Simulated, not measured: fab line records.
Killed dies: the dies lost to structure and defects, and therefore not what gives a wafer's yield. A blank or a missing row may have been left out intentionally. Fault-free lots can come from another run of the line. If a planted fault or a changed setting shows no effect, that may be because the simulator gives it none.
Problem report, 8D (eight disciplines) form, completed by code	flow sky130	the parts of the form that need people (team, actions taken, sign-off) are left out

1. PROBLEM STATEMENT
Wafers without a fault read 0.4, standard deviation 0.65; killed_at_other at SKY_PAD_OPEN_PROBE_99 reads a mean of 49.9 on 9 wafers belonging to 3 lots. Measured from the usual mean, that is +76 standard deviations.
Seen first at day 49 12:41 on prober-01, wafer L914.2. The record holds 9 wafers of 3 lots with a number at this step. The rule behind "out" and "out of limits": a value lying over 4 standard deviations away from the usual mean. Any other wafer with a number is counted as sound.

2. WHAT THIS IS AND IS NOT
question	is	is not
which readings at this step	killed_at_other	killed_at_M0_to_M3, killed_at_M4_up, killed_at_contacts, killed_at_front_end, killed_open, killed_short, sort_bin_6_memory
which lots	L914, L915, L916	-
which wafers of those lots	all that have a number	-
read on which tools	prober-01, prober-02	-
when	from day 49 12:41	up to then (0 sound wafers)

3. THE SUSPECTS, EACH WITH WHAT RULES IT OUT
Counting: any tool at a process step up to the reading is kept as a suspect provided that every lot that is out went through it and no sound lot did after the first of them.
- plasma_asher-02 at SKY_CAPM_STRIP_14 (strips in O2/N2): kept. It ran every lot that is out, first L914 (day 42 03:35), and no sound lot after that.
The count leaves plasma_asher-02 at SKY_CAPM_STRIP_14.

4. THE CAUSE (what the simulator had put in)
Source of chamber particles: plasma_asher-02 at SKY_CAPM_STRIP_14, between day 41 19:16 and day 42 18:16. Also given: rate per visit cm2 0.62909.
Counting left only this tool.

5. THE CHAIN OF EFFECTS, in route order
Each row: a reading where the mean over the struck wafers with a number is more than 3 standard deviations away from the usual. Only readings whose record carries a usual standard deviation are examined. hours: median over the lots of the time between each lot's start at the first step of this table that gives one and its start at this step. sigmas: the change, counted in usual standard deviations.
hours	step	reading	usual	on struck wafers	change	sigmas
0	SKY_PAD_OPEN_PROBE_99	defect_limited_yield	82.4 %	74.2	-8.2	-4.5
0	SKY_PAD_OPEN_PROBE_99	killed_at_other	0.4	49.9	+49.5	+76
0	SKY_PAD_OPEN_PROBE_99	killed_dies	87	127	+40	+4.5
0	SKY_PAD_OPEN_PROBE_99	sort_bin_3_pad_short	0.9 %	2.6	+1.7	+4.5
0	SKY_PAD_OPEN_PROBE_99	sort_bin_5_function	10.4 %	16.6	+6.2	+4.1
0	SKY_PAD_OPEN_PROBE_99	sort_n_pass	405	365	-40	-4.5
0	SKY_PAD_OPEN_PROBE_99	sort_yield_pct	82.4 %	74.2	-8.2	-4.5
Here are the process steps it includes:
- SKY_PAD_OPEN_PROBE_99

6. HOW IT WOULD HAVE BEEN CAUGHT EARLIER
In this record no reading fell out of limits until day 49 12:41, 185 hours after the fault had begun at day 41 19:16.
Of the tool readings at SKY_CAPM_STRIP_14 for which the record gives a usual standard deviation, none was out on any struck wafer, so an alarm limit of 4 standard deviations on them would not have fired.
All the lots that are out (3) had begun SKY_CAPM_STRIP_14 on plasma_asher-02 by day 49 12:41. Holding the tool at that point would not have protected any of them.
